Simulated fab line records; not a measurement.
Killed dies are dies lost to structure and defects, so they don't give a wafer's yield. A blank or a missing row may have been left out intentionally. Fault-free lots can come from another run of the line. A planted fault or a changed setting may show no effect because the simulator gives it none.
fab line records -- flow sky130 -- part 2 of 2: steps 45 to 45 of 45
record lots=6, wafers=18, lastDay=50
route steps=708 shown DNWELL@41 PWDE@45 NWELL@56 VT_ADJUST_HVTP@85 PAD_OPEN@708
lots untouched by any fault: they come from a run of this same line in which no faults occurred
startH: hours from the record's opening day to when the first of the lot's shown wafers began -- waitH: hours since the lot's step before -- " as in the row above -- L1.1+2: one row covering several wafers at once -- - no value present, or no start provided -- * or withheld: withheld -- < > ~ a bound
route shown NAME@n: a module of which the file shows steps, and the number in the route of the first -- usual: mean/standard deviation taken from wafers without a fault -- same: alike in all rows -- chamber/n: place in a boat -- sites: readings site by site -- _std_site: their standard deviation -- _edge_site: mean of outer sites minus mean of inner sites -- radiusMm: how far each site lies from the wafer's centre -- mask NAME#n: copy n -- behind: the tool/chamber that last shaped the wafer -- hold: cause of the lot's hold/its duration in hours/its outcome -- device: the transistor (n, p or np) that didn't switch -- end of line: tests run on the same wafers once the route is complete -- for a step that has no rows: nothing shown but its recipe -- killed: dies lost to structure and defects at the first sort, not the wafer's yield -- map: the dies of a wafer, with x for killed, . for not killed, _ for no die there
set.NAME: the run value of the setting; set.NAME@STEP: its run value at that earlier step -- model.NAME: the simulator's own value behind a step, which no gauge read
a table for each step, a row for each wafer; lots at some steps of the route
services: a tool's chamber out of use, with start hour (startH, from the record's first day; less than 0 if before it), hours out, and reason
## steps
# step SKY_PAD_OPEN_PROBE_99
# usual killed_at_M0_to_M3=44/6.9, killed_at_M4_up=3.3/2, killedAtContacts=25/5.4, killedAtFrontEnd=16/4.6, killedAtOther=0.2/0.51, killedDies=88/8.9, killedOpen=48/6.8, killedShort=39/5.8
# same grossDies=492, killedAtBackSide=0
lot.wafer,tool,chamber,startH,waitH,killed_at_M0_to_M3,killed_at_M4_up,killedAtContacts,killedAtFrontEnd,killedAtOther,killedDies,killedOpen,killedShort,model.etest.res_p_drift_20v.lineOhmUm,model.etest.res_p_drift_20v.rsOhmSq
L908.1,prober-02,-,1091.94,0.1,39,1,30,15,0,85,52,32,1.14e+04,9357
L908.2,prober-02,-,1091.99,0.1,44,0,21,13,0,78,45,33,1.202e+04,1.005e+04
L908.3,prober-02,-,1092.04,0.2,50,1,28,22,0,101,52,49,1.183e+04,9687
L913.2,prober-01,-,1122.22,0.1,44,3,25,15,0,87,44,42,1.018e+04,8541
L913.4,prober-01,-,1122.32,0.2,46,4,26,20,0,96,51,45,1.181e+04,9866
L913.5,prober-01,-,1122.37,0.2,42,1,20,21,0,84,49,34,1.125e+04,9290
L916.1,prober-02,-,1138.14,0.1,32,5,25,11,0,73,42,31,1.852e+04,1.541e+04
L916.2,prober-02,-,1138.19,0.1,43,2,20,20,0,85,40,45,2.024e+04,1.674e+04
L916.6,prober-02,-,1138.39,0.2,37,6,22,14,0,79,47,31,1.991e+04,1.673e+04
L921.2,prober-01,-,1163.44,0.1,41,3,30,23,0,97,57,40,2.327e+04,1.933e+04
L921.5,prober-01,-,1163.59,0.2,42,5,25,13,0,85,50,35,2.439e+04,2.02e+04
L921.6,prober-01,-,1163.64,0.2,54,4,24,14,0,96,45,51,1.846e+04,1.53e+04
L925.2,prober-01,-,1192.40,0.1,42,0,28,23,1,94,51,42,1.089e+04,9121
L925.4,prober-01,-,1192.50,0.2,43,7,26,16,2,94,49,42,1.136e+04,9336
L925.6,prober-01,-,1192.60,0.2,43,0,23,14,1,81,39,42,1.067e+04,8828
L927.1,prober-01,-,1198.28,0.1,47,7,12,22,0,88,43,44,1.392e+04,1.175e+04
L927.3,prober-01,-,1198.38,0.2,50,1,17,11,0,79,45,34,1.241e+04,1.039e+04
L927.5,prober-01,-,1198.48,0.2,62,1,26,9,0,98,53,45,1.28e+04,1.062e+04
# killed by level:class
L908.1 CONTACT:geometricParticle:open=11 LI_CONTACT:geometricParticle:open=9 VIA3:geometricParticle:open=7 VIA2:geometricParticle:open=7 METAL3:geometricParticle:short=6 POLY_GATE:geometricParticle:open=5 FIELD_ISO:geometricParticle:open=4 CONTACT:geometricParticle:short=4
L908.2 VIA1:geometricParticle:open=11 LI_CONTACT:geometricParticle:open=9 VIA2:geometricParticle:open=9 CONTACT:geometricParticle:open=5 METAL2:geometricParticle:short=5 FIELD_ISO:geometricParticle:short=4 VIA1:geometricParticle:short=4 METAL1:geometricParticle:short=4
L908.3 VIA1:geometricParticle:open=10 LI_CONTACT:geometricParticle:open=9 FIELD_ISO:geometricParticle:open=7 METAL2:geometricParticle:short=7 CONTACT:geometricParticle:open=6 VIA3:geometricParticle:open=6 METAL1:geometricParticle:short=5 VIA2:geometricParticle:open=5
L913.2 LOCAL_INTERCONNECT:geometricParticle:short=9 METAL1:geometricParticle:short=8 VIA1:geometricParticle:open=8 VIA3:geometricParticle:open=7 CONTACT:geometricParticle:open=6 VIA2:geometricParticle:open=6 FIELD_ISO:geometricParticle:open=5 FIELD_ISO:geometricParticle:short=5
L913.4 CONTACT:geometricParticle:open=12 VIA1:geometricParticle:open=9 FIELD_ISO:geometricParticle:open=8 VIA1:geometricParticle:short=8 FIELD_ISO:geometricParticle:short=6 VIA3:geometricParticle:open=5 LI_CONTACT:geometricParticle:open=5 VIA2:geometricParticle:short=5
L913.5 VIA1:geometricParticle:open=10 VIA2:geometricParticle:open=7 VIA3:geometricParticle:open=7 LI_CONTACT:geometricParticle:open=6 CONTACT:geometricParticle:open=6 CONTACT:geometricParticle:short=5 METAL2:geometricParticle:short=5 FIELD_ISO:geometricParticle:open=4
L916.1 CONTACT:geometricParticle:open=10 VIA2:geometricParticle:open=8 VIA1:geometricParticle:open=8 LI_CONTACT:geometricParticle:open=7 METAL1:geometricParticle:short=5 FIELD_ISO:geometricParticle:open=4 METAL3:geometricParticle:short=4 CONTACT:geometricParticle:short=4
L916.2 VIA2:geometricParticle:open=8 VIA1:geometricParticle:open=7 VIA1:geometricParticle:short=6 FIELD_ISO:geometricParticle:open=5 FIELD_ISO:geometricParticle:short=5 LI_CONTACT:geometricParticle:short=5 CONTACT:geometricParticle:short=5 METAL1:geometricParticle:short=5
L916.6 CONTACT:geometricParticle:open=10 VIA2:geometricParticle:open=10 METAL2:geometricParticle:short=7 FIELD_ISO:geometricParticle:open=5 METAL4:geometricParticle:short=5 LI_CONTACT:geometricParticle:open=5 VIA1:geometricParticle:open=5 VIA3:geometricParticle:open=5
L921.2 VIA1:geometricParticle:open=14 CONTACT:geometricParticle:open=13 VIA3:geometricParticle:open=7 LI_CONTACT:geometricParticle:short=6 FIELD_ISO:geometricParticle:short=5 POLY_GATE:geometricParticle:open=5 LOCAL_INTERCONNECT:geometricParticle:short=5 FIELD_ISO:geometricParticle:open=4
L921.5 VIA1:geometricParticle:open=12 CONTACT:geometricParticle:open=10 LI_CONTACT:geometricParticle:open=7 VIA3:geometricParticle:open=7 VIA3:geometricParticle:short=6 FIELD_ISO:geometricParticle:short=5 METAL1:geometricParticle:short=5 FIELD_ISO:geometricParticle:open=4
L921.6 VIA1:geometricParticle:open=15 CONTACT:geometricParticle:short=8 METAL3:geometricParticle:short=7 VIA3:geometricParticle:open=6 LI_CONTACT:geometricParticle:open=6 VIA1:geometricParticle:short=6 VIA2:geometricParticle:short=6 VIA3:geometricParticle:short=6
L925.2 VIA1:geometricParticle:open=10 CONTACT:geometricParticle:short=8 VIA1:geometricParticle:short=8 CONTACT:geometricParticle:open=7 LI_CONTACT:geometricParticle:open=7 METAL2:geometricParticle:short=6 FIELD_ISO:geometricParticle:open=5 POLY_GATE:geometricParticle:open=5
L925.4 CONTACT:geometricParticle:open=13 VIA3:geometricParticle:short=8 LI_CONTACT:geometricParticle:open=7 VIA1:geometricParticle:open=7 FIELD_ISO:geometricParticle:open=6 METAL1:geometricParticle:short=5 METAL2:geometricParticle:short=5 FIELD_ISO:geometricParticle:short=4
L925.6 VIA1:geometricParticle:open=10 LI_CONTACT:geometricParticle:open=6 METAL2:geometricParticle:short=6 POLY_GATE:geometricParticle:open=5 CONTACT:geometricParticle:short=5 CONTACT:geometricParticle:open=5 METAL1:geometricParticle:short=5 VIA2:geometricParticle:open=5
L927.1 VIA1:geometricParticle:open=17 FIELD_ISO:geometricParticle:short=6 CONTACT:geometricParticle:open=6 VIA2:geometricParticle:open=6 FIELD_ISO:geometricParticle:open=5 POLY_GATE:geometricParticle:short=5 VIA1:geometricParticle:short=5 VIA2:geometricParticle:short=5
L927.3 VIA3:geometricParticle:open=10 VIA2:geometricParticle:open=8 VIA1:geometricParticle:open=8 LOCAL_INTERCONNECT:geometricParticle:short=5 METAL1:geometricParticle:short=5 LI_CONTACT:geometricParticle:open=4 CONTACT:geometricParticle:open=4 CONTACT:geometricParticle:short=4
L927.5 VIA1:geometricParticle:open=14 METAL2:geometricParticle:short=10 CONTACT:geometricParticle:open=8 LI_CONTACT:geometricParticle:open=8 VIA1:geometricParticle:short=8 VIA2:geometricParticle:open=7 VIA3:geometricParticle:open=7 CONTACT:geometricParticle:short=6
## services
tool,chamber,startH,hours,kind
rtpAnneal-02,-,58.06,3.9,pm
plasmaAsher-04,-,65.20,2.8,pm
plasmaAsher-02,-,80.18,3.2,repair
implanter-04,-,90.81,1.3,repair
implanter-03,-,96.48,20.8,pm
implanter-01,-,99.52,3.9,pm
plasmaAsher-03,-,117.02,1.0,repair
implanter-01,-,144.40,16.4,pm
implanter-04,-,147.87,6.7,pm
implanter-03,-,165.20,2.0,repair
plasmaAsher-02,-,171.39,3.0,repair
plasmaAsher-02,-,200.90,0.4,repair
## key
firstSign step=SKY_PWDE_IMPLANT_08, reading=beamEnergyKeV, direction=down, sigmas=99+, usual=*, struck=*
effect step=SKY_PWDE_TW_MEAS_10, reading=PWDE_TW, direction=down, sigmas=1.7, usual=374.8, struck=370.0
effect step=SKY_NWELL_RS_MEAS_31, reading=PWDE_RS, direction=up, sigmas=4.1, usual=5278, struck=5347
modelEffect step=SKY_PWDE_IMPLANT_08, value=implant.rpNm, without=444.9, struck=380.5
modelEffect step=SKY_PAD_OPEN_PROBE_99, value=etest.res_p_drift_20v.lineOhmUm, without=1.119e+04, struck=2.08e+04
metAt SKY_PWDE_IMPLANT_08
struckWafers L916.1,L916.2,L916.6,L921.2,L921.5,L921.6
testerLeftOut L916,L921
onsetBetween 109.28 125.75
fault kind=processParameterDrift, tool=implanter-04, chamber=-, onsetH=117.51, steps=SKY_PWDE_IMPLANT_08, channel=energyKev, offset=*, shape=step, endH=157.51, actsIn=*, stated=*
# testerLeftOut: of these lots the tester's yield and bins aren't shown, on N5 and GAA mostly nor the transistor test; their killed dies are dies lost to structure and defects alone, not to doping, threshold or leakage, so they don't give the yield
